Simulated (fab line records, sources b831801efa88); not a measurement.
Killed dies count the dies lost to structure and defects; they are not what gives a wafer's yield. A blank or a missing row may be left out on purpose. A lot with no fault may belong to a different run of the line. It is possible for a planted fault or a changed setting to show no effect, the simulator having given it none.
Chamber matching / flow sky130 / 4 sister chambers for SKY_LI_CONTACT_CMP_02 on cmp-02
The step polishes PSG. 4 wafers are shown with their chamber, then 8 later ones without.

== WAFERS, EACH WITH ITS CHAMBER ==
wafer=L864.3; chamber=3; motor current A (A)=10.4
wafer=L869.2; chamber=1; motor current A (A)=12.3
wafer=L869.4; chamber=2; motor current A (A)=14.7
wafer=L870.1; chamber=0; motor current A (A)=10.8

== WAFERS WITH NO CHAMBER GIVEN ==
wafer=L870.2; motor current A (A)=10.0
wafer=L870.4; motor current A (A)=13.1
wafer=L877.2; motor current A (A)=14.1
wafer=L877.3; motor current A (A)=10.9
wafer=L877.6; motor current A (A)=13.4
wafer=L880.1; motor current A (A)=11.9
wafer=L880.2; motor current A (A)=13.8
wafer=L880.6; motor current A (A)=14.6

== WHICH CHAMBER EACH ONE RAN IN ==
wafer=L870.2; from the rows above=can't be placed: 3 or 0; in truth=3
wafer=L870.4; from the rows above=can't be placed: 1 or 2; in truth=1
wafer=L877.2; from the rows above=can't be placed: 2 or 1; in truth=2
wafer=L877.3; from the rows above=can't be placed: 0 or 3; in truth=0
wafer=L877.6; from the rows above=can't be placed: 1 or 2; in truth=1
wafer=L880.1; from the rows above=can't be placed: 1 or 0 or 3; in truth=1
wafer=L880.2; from the rows above=can't be placed: 2 or 1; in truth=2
wafer=L880.6; from the rows above=2; in truth=2
Correctly placed: 1 of 8. From these rows, 7 cannot be placed; in 7 the true chamber is one of the candidates. Number placed wrongly: 0.
How it was worked out, from the rows above alone: a wafer's distance from a chamber is the root of the sum, over the readings, of the square of ((its reading less the chamber's mean) divided by the reading's scatter). The wafer belongs to the nearest chamber; if the next one is less than 2 further off, it can't be placed. Each chamber's mean is taken over the wafers shown for it. The scatter: root of mean squared gap, hidden wafer to nearest shown wafer, with one shown wafer a chamber.
